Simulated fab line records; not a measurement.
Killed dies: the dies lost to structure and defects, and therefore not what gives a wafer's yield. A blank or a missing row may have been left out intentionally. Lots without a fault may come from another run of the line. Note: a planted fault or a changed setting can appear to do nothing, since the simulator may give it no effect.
A lot that was struck, set against a sound lot || flow sky130 || 16 out of 708 route steps
Sound: the wafers L109.2, L109.3, L109.6. Wafers struck: L116.1, L116.2, L116.6. At the end, the cause is stated.
For every step that has rows: the tool of each side, followed by ch and its chambers, followed by its first start. Under that, the readings that differ: sound wafers || struck wafers || difference of the means || sigmas: that difference in standard deviations of wafers without a fault.
alike: readings with means less than 2 such deviations apart, plus words and numbers identical on both sides. not compared: withheld readings, readings lacking a value on some wafer, bounds such as >300 that could conceal the same value, and numbers that have no deviation in the record and whose values overlap.
Wherever a step has rows on one side only, a row that says differs or no value, or a row with sigmas, the two part there. Non-overlapping numbers with no deviation appear without sigmas and do not part them. A reading that every wafer of one side lacks parts them only if that side has two wafers or more.

first, 1 step without rows for these wafers: SKY_SONOS_ONO_CVD_04 (deposits SiO2 from SiH4/N2O, target thk 5.7199 nm).
SKY_SONOS_ONO_THK_MEAS_05:
  sound on film-metro-04, day 14 18:51; struck on film-metro-04, day 17 06:10
{"reading": "SONOS_ONO_CVD_04_THK (nm)", "sound": "5.90 5.94 5.95", "struck": "5.62 5.70 5.47", "difference": -0.33, "sigmas": -3}
then, 7 steps without rows for these wafers: SKY_SONOS_ONO_DEHYDRATE_06 (time 60 s); SKY_SONOS_ONO_HMDS_07 (prime time 60 s); SKY_SONOS_ONO_COAT_08 (resist thk 1140 nm); SKY_SONOS_ONO_SOFTBAKE_09 (time 60 s); SKY_SONOS_ONO_EXPOSE_10 (exposes mask ONOM, target cd 410 nm); SKY_SONOS_ONO_PEB_11; SKY_SONOS_ONO_DEVELOP_12 (develop time 60 s).
SKY_SONOS_ONO_CD_MEAS_13: target cd 410 nm.
  sound on cd-sem-02, day 15 22:24; struck on cd-sem-01, day 18 11:04
  alike: cd-nm
SKY_SONOS_ONO_OVL_MEAS_14:
  sound on overlay-01, day 15 22:31; struck on overlay-02, day 18 11:11
  alike: SONOS_ONO_OVL
SKY_SONOS_ONO_ETCH_15: etches the open film in CHF3/O2, target depth 19.52 nm, time 7.8 s.
  sound on rie-diel-04 ch 0,2, day 15 22:32; struck on rie-diel-01 ch 1,2,3, day 18 11:13
  alike: O2_flow_sccm, bias-w, drypump-motor-current-A, oes-product-au, throttle-valve-pct
  not compared: rf-hours-counter-h
SKY_SONOS_ONO_WET_ETCH_16: etches SiO2 in dHF, target depth 14 nm, time 280 s.
  sound on wet-bench-04 ch 0, day 15 22:34; struck on wet-bench-04 ch 1, day 18 11:14
  no value came back on the struck wafers for bath-heat-duty-pct (%), run-length-s (s); on the sound wafers bath-heat-duty-pct (%) reads 5.9 6.8 6.7
{"reading": "model.SiO2_of_FIELD_ISO_CVD_24.thk-nm (nm)", "sound": "384.8 383.2 383.4", "struck": "398.3 396.9 398.2", "difference": "+14.0", "sigmas": ""}
{"reading": "model.SiO2_of_NWELL_OXIDATION_01.thk-nm (nm)", "sound": "0 0 0", "struck": "5.101 5.179 5.002", "difference": "+5.094", "sigmas": ""}
SKY_SONOS_ONO_STRIP_17: strips in O2/N2.
  sound on plasma-asher-04 ch 0,1, day 15 22:40; struck on plasma-asher-04 ch 0,1, day 18 11:20
  alike: drypump-motor-current-A, oes-product-au, strip-time-to-endpoint-s
  not compared: rf-hours-counter-h
SKY_SONOS_ONO_WET_ETCH_18: etches Si3N4 in H3PO4, target depth 15 nm, time 172 s.
  sound on wet-bench-03 ch 2, day 15 22:46; struck on wet-bench-03 ch 3, day 18 11:26
{"reading": "bath-heat-duty-pct (%)", "sound": "23.5 25.6 26.8", "struck": "30.3 31.5 29.7", "difference": "+5.2", "sigmas": "+3"}
{"reading": "model.SiO2_of_FIELD_ISO_CVD_24.thk-nm (nm)", "sound": "384.6 383.1 383.2", "struck": "398.1 396.8 398", "difference": "+14.0", "sigmas": ""}
  alike: bath-guard-temp-C
-- here the record skips 31 days between the struck wafers' starts before and after, leaving off in module SONOS_ONO and picking up in module PAD_OPEN (first step shown: number 708 of the route) --
SKY_PAD_OPEN_PROBE_99:
  sound on prober-01, day 48 08:45; struck on prober-01, day 49 18:05
{"reading": "killed-at-front-end", "sound": "24 15", "struck": "418 413 422", "difference": "+398", "sigmas": "+97"}
{"reading": "killed-dies", "sound": "88 102", "struck": "492 492 492", "difference": "+397", "sigmas": "+45"}
{"reading": "killed-on-rim", "sound": "13 18", "struck": "96 96 96", "difference": "+80", "sigmas": "+22"}
  alike: killed_at_M0_to_M3, killed_at_M4_up, killed-at-contacts, killed-at-other, killed-open, killed-short

== WHERE THEY PART ==
At SKY_SONOS_ONO_THK_MEAS_05 first; at SKY_PAD_OPEN_PROBE_99 last (within this record only).

WHY: what the simulator had put in
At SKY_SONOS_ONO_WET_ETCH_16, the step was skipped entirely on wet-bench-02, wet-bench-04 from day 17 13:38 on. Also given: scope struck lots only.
